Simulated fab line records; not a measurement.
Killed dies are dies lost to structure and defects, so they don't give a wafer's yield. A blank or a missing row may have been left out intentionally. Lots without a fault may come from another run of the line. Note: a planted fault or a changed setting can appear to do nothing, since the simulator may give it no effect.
8D (eight disciplines) problem report, filled in by code | flow gf180mcu | the parts of the form that need people (team, actions taken, sign-off) are left out

1. PROBLEM STATEMENT
A mean of 422.3 nm is read at GF_HV_LDD_CD_MEAS_46 for cd_nm, taken on 1 wafer of 1 lot, against 399.9 nm (standard deviation 2.3) on wafers free of any fault. Measured from the usual mean, that is +9.7 standard deviations.
The step: target cd 400 nm.
First observed at day 16 09:26: wafer L507.2, on cd_sem-02. The record has a number at this step for 36 wafers belonging to 12 lots. By rule, "out" or "out of limits" means more than 4 standard deviations away from the usual mean. Any other wafer with a number is counted as sound.

2. WHAT IT IS, WHAT IT ISN'T
question                    | is                | is not
which readings at this step | cd_nm             | -
which lots                  | L507              | L495, L499, L500, L501, L504, L511, L514, L515, L516, L517, L518
which wafers of those lots  | L507.2            | L507.3, L507.6
read on which gauges        | cd_sem-02         | cd_sem-01
when                        | from day 16 09:26 | up to then (17 sound wafers); but 18 sound wafers of L511, L514, L515, L516, L517, L518 came after

3. WHAT RULES OUT EACH SUSPECT
Counting: a tool at a process step up to the reading stays a suspect if it ran every lot that is out. Sound lots after the first of them don't rule it out here, since some wafers of a struck lot are sound.
- the gauge at GF_HV_LDD_CD_MEAS_46 is ruled out. All the wafers that are out were read on cd_sem-02, but those of them that GF_HV_LDD_STRIP_49 has rows for are out there too, on other tools.
- plasma_asher-02 at GF_HV_LDD_STRIP_37 (strips in O2/N2): kept. It ran the lot that is out, L507 (day 15 11:27); its last sound lot up to then is L501 (day 13 13:46).
- litho_track-04 at GF_HV_LDD_COAT_41 (resist thk 1000 nm): kept. It ran the lot that is out, L507 (day 15 22:17); its last sound lot up to then is L500 (day 13 15:47).
What counting leaves: plasma_asher-02 at GF_HV_LDD_STRIP_37 and litho_track-04 at GF_HV_LDD_COAT_41.

4. THE CAUSE (what the simulator had put in)
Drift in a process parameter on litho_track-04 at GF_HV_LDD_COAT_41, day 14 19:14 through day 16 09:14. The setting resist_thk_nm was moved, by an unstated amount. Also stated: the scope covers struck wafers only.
After counting, 2 suspects remain, this tool included.

5. SEQUENCE OF EFFECTS, ordered by route
Rows list readings where the struck wafers' mean (over those with a number) sits beyond 3 standard deviations from the usual. Only readings whose record carries a usual standard deviation are examined. hours: median over the lots of the time between each lot's start at the first step of this table that gives one and its start at this step. sigmas: the change, counted in usual standard deviations.
hours | step                 | reading                  | usual      | on struck wafers | change | sigmas
0     | GF_HV_LDD_CD_MEAS_46 | cd_nm                    | 399.9 nm   | 422.3            | +22.4  | +9.7
0     | GF_HV_LDD_STRIP_49   | oes_product_au           | 0.715 a.u. | 0.648            | -0.067 | -16
0     | GF_HV_LDD_STRIP_49   | strip_time_to_endpoint_s | 12.63 s    | 9.90             | -2.73  | -62
It contains these process steps:
- GF_HV_LDD_STRIP_49: strips in O2/N2.

6. WHAT WOULD HAVE CAUGHT IT SOONER
Counted from the fault's start at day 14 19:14, it took 38 hours until the first out-of-limits reading at a measuring or inspecting step in this record, taken at day 16 09:26.
Of the tool readings at GF_HV_LDD_COAT_41 for which the record gives a usual standard deviation, none was out on any struck wafer, so an alarm limit of 4 standard deviations on them would not have fired.
Lots out: 1; all had begun GF_HV_LDD_COAT_41 on litho_track-04 by day 16 09:26. Holding the tool at that point would not have protected any of them.
